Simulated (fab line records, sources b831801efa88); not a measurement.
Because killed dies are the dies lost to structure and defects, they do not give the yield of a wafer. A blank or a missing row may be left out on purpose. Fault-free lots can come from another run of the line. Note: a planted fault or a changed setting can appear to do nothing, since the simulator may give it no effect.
Struck lot and sound lot, side by side || flow gf180mcu || 16 out of 602 route steps
Sound: wafers L222.1, L222.3, L222.6. Struck: wafers L232.2, L232.3. (L232.1 of the same lot was not struck and is left out.) The cause comes at the end.
At each step with rows: each side's tool, then ch and its chambers, then its first start. Under that, the readings that differ: sound wafers || struck wafers || difference of the means || sigmas: that difference in standard deviations of wafers without a fault.
alike: same words and numbers on both sides, and readings whose means sit less than 2 such deviations apart. not compared: any withheld reading, any reading some wafer has no value for, any bound like >300 that may hide the same value, and any number with overlapping values for which the record gives no deviation.
A row with sigmas, a row that says differs or no value, or rows on one side alone: a step with any of these is where the two part. Numbers that have no deviation but don't overlap get no sigmas and don't part them. A reading that every wafer of one side lacks parts them only if that side has two wafers or more.

GF_TOP_METAL_SPUTTER_04: material TiN, target thk 25 nm, time 20.8 s.
  sound on pvd_sputter-03 at day 28 15:42; struck on pvd_sputter-03 at day 31 18:37
  alike: throttle_valve_pct
GF_TOP_METAL_RS_MEAS_05: uses a four-point probe to measure.
  sound on film_metro-01 at day 28 15:44; struck on film_metro-04 at day 31 18:43
  alike: TOP_METAL_ALCU_RS
GF_TOP_METAL_THK_MEAS_06: measures by xrf.
  sound on film_metro-01 at day 28 15:51; struck on film_metro-04 at day 31 18:50
  alike: TOP_METAL_ALCU_THK
then, 7 steps without rows for these wafers: GF_TOP_METAL_DEHYDRATE_07 (time 60 s); GF_TOP_METAL_HMDS_08 (prime time 60 s); GF_TOP_METAL_COAT_09 (resist thk 1500 nm); GF_TOP_METAL_SOFTBAKE_10 (time 60 s); GF_TOP_METAL_EXPOSE_11 (exposes mask MetalTop, target cd 440 nm); GF_TOP_METAL_PEB_12; GF_TOP_METAL_DEVELOP_13 (develop time 60 s).
GF_TOP_METAL_CD_MEAS_14: target cd 440 nm.
  sound on cd_sem-02 at day 29 11:33; struck on cd_sem-01 at day 32 11:48
  alike: cd_nm
GF_TOP_METAL_OVL_MEAS_15:
  sound on overlay-01 at day 29 11:40; struck on overlay-01 at day 32 11:55
  alike: TOP_METAL_OVL
GF_TOP_METAL_METAL_ETCH_16: etches the open film in Cl2/BCl3, stops on SiO2, target depth 1077.5 nm, time 179.6 s.
  sound on rie_metal-02 ch 0,1, day 29 11:42; struck on rie_metal-02 ch 1, day 32 11:58
{"reading": "oes_product_au (a.u.)", "sound": "0.957 0.973 0.977", "struck": "1.000 0.991", "difference": "+0.027", "sigmas": "+3"}
{"reading": "run_length_s (s)", "sound": "208.1 208.1 208.0", "struck": "177.3 177.6", "difference": -30.6, "sigmas": -77}
{"reading": "throttle_valve_pct (%)", "sound": "28.259 28.262 28.237", "struck": "28.222 28.213", "difference": -0.035, "sigmas": -3}
{"reading": "model.etch.depth_nm (nm)", "sound": "1014 1037 1045", "struck": "888.3 894.1", "difference": -140.8, "sigmas": ""}
{"reading": "model.TOP_METAL.feature_depth_nm (nm)", "sound": "1014 1037 1045", "struck": "888.3 894.1", "difference": -140.8, "sigmas": ""}
{"reading": "model.NOVOLAK_of_TOP_METAL_COAT_09.thk_nm (nm)", "sound": "1061 1050 1052", "struck": "1149 1146", "difference": "+93", "sigmas": ""}
  alike: drypump_motor_current_A
  not compared: rf_hours_counter_h
GF_TOP_METAL_STRIP_17: strips in O2/N2.
  sound on plasma_asher-04 ch 0, day 29 11:53; struck on plasma_asher-02 ch 0, day 32 12:08
{"reading": "oes_product_au (a.u.)", "sound": "0.707 0.704 0.712", "struck": "0.713 0.720", "difference": "+0.009", "sigmas": "+2"}
{"reading": "platen_temp_c (C)", "sound": "250.36 250.04 250.10", "struck": "249.81 249.73", "difference": -0.40, "sigmas": -2}
{"reading": "strip_time_to_endpoint_s (s)", "sound": "13.35 13.25 13.25", "struck": "14.37 14.36", "difference": "+1.08", "sigmas": "+11"}
  alike: drypump_motor_current_A, heater_power_w
  not compared: rf_hours_counter_h
then, 1 step without rows for these wafers: GF_TOP_METAL_STRIP_18 (strips in post etch residue remover, time 1200 s).
GF_PASSIVATION_PROBE_99:
  sound on prober-02 at day 30 09:29; struck on prober-02 at day 33 06:52
{"reading": "model.etest.pmos_6p0.short", "sound": "0 0 0", "struck": "1 1", "difference": "+1", "sigmas": ""}
{"reading": "model.etest.npoly_u.short", "sound": "0 0 0", "struck": "1 1", "difference": "+1", "sigmas": ""}
{"reading": "model.etest.ldpmos_10p0.short", "sound": "0 0 0", "struck": "1 1", "difference": "+1", "sigmas": ""}
{"reading": "model.etest.nmos_6p0_nat.short", "sound": "0 0 0", "struck": "1 1", "difference": "+1", "sigmas": ""}
{"reading": "model.etest.met3.short", "sound": "0 0 0", "struck": "1 1", "difference": "+1", "sigmas": ""}
{"reading": "model.etest.pmos_6p0.over_limit", "sound": "0 0 0", "struck": "1 1", "difference": "+1", "sigmas": ""}
{"reading": "model.etest.nmos_6p0_nat.over_limit", "sound": "0 0 0", "struck": "1 1", "difference": "+1", "sigmas": ""}
{"reading": "model.etest.met1.short", "sound": "0 0 0", "struck": "1 1", "difference": "+1", "sigmas": ""}

== WHERE THEY PART ==
First at GF_TOP_METAL_METAL_ETCH_16; last, within this record, at GF_TOP_METAL_STRIP_17.

WHY: what had been put in by the simulator
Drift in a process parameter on rie_metal-02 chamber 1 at GF_TOP_METAL_METAL_ETCH_16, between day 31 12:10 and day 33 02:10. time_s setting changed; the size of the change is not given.
